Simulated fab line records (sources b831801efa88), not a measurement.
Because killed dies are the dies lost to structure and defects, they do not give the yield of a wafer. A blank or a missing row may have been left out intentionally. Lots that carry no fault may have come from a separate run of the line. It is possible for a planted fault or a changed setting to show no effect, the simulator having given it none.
Chamber matching	flow sky130	SKY_VIA1_CMP_02 on cmp-01: 4 sister chambers
The step polishes SiO2. 4 wafers are shown with their chamber, then 12 later ones without.

## WAFERS PAIRED WITH THEIR CHAMBERS
wafer	chamber	motorCurrentA (A)
L087.3	0	12.0
L088.1	3	12.9
L088.4	1	13.0
L088.6	2	12.6

## WAFERS WITHOUT THEIR CHAMBER
wafer	motorCurrentA (A)
L090.2	13.2
L090.5	11.9
L090.6	12.6
L091.2	12.4
L091.3	12.8
L091.4	11.7
L093.4	12.3
L093.5	12.6
L093.6	12.6
L095.3	11.4
L095.4	12.7
L095.5	12.8

## CHAMBER TAKEN BY EACH
wafer	from the rows above	in truth
L090.2	can't be placed: 1 or 3 or 2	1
L090.5	0	0
L090.6	can't be placed: 2 or 3 or 1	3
L091.2	can't be placed: 2 or 0 or 3 or 1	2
L091.3	can't be placed: 3 or 1 or 2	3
L091.4	0	0
L093.4	can't be placed: 2 or 0 or 3 or 1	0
L093.5	can't be placed: 2 or 3 or 1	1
L093.6	can't be placed: 2 or 3 or 1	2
L095.3	0	0
L095.4	can't be placed: 2 or 3 or 1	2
L095.5	can't be placed: 3 or 1 or 2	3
Correctly placed: 3 of 12. Unplaceable from these rows: 9, with the true chamber sitting among the candidates in 9. Placed wrongly: 0.
How it was worked out, from the rows above alone: a wafer's distance from a chamber is the root of the sum, over the readings, of the square of ((its reading less the chamber's mean) divided by the reading's scatter). If the next closest chamber is less than 2 further off than the closest, the wafer can't be placed; otherwise it belongs to the closest. The mean given for a chamber averages the wafers shown for that chamber. The scatter (one wafer shown for each chamber): square how far every hidden wafer sits from the nearest shown wafer, average those squares and take the square root.
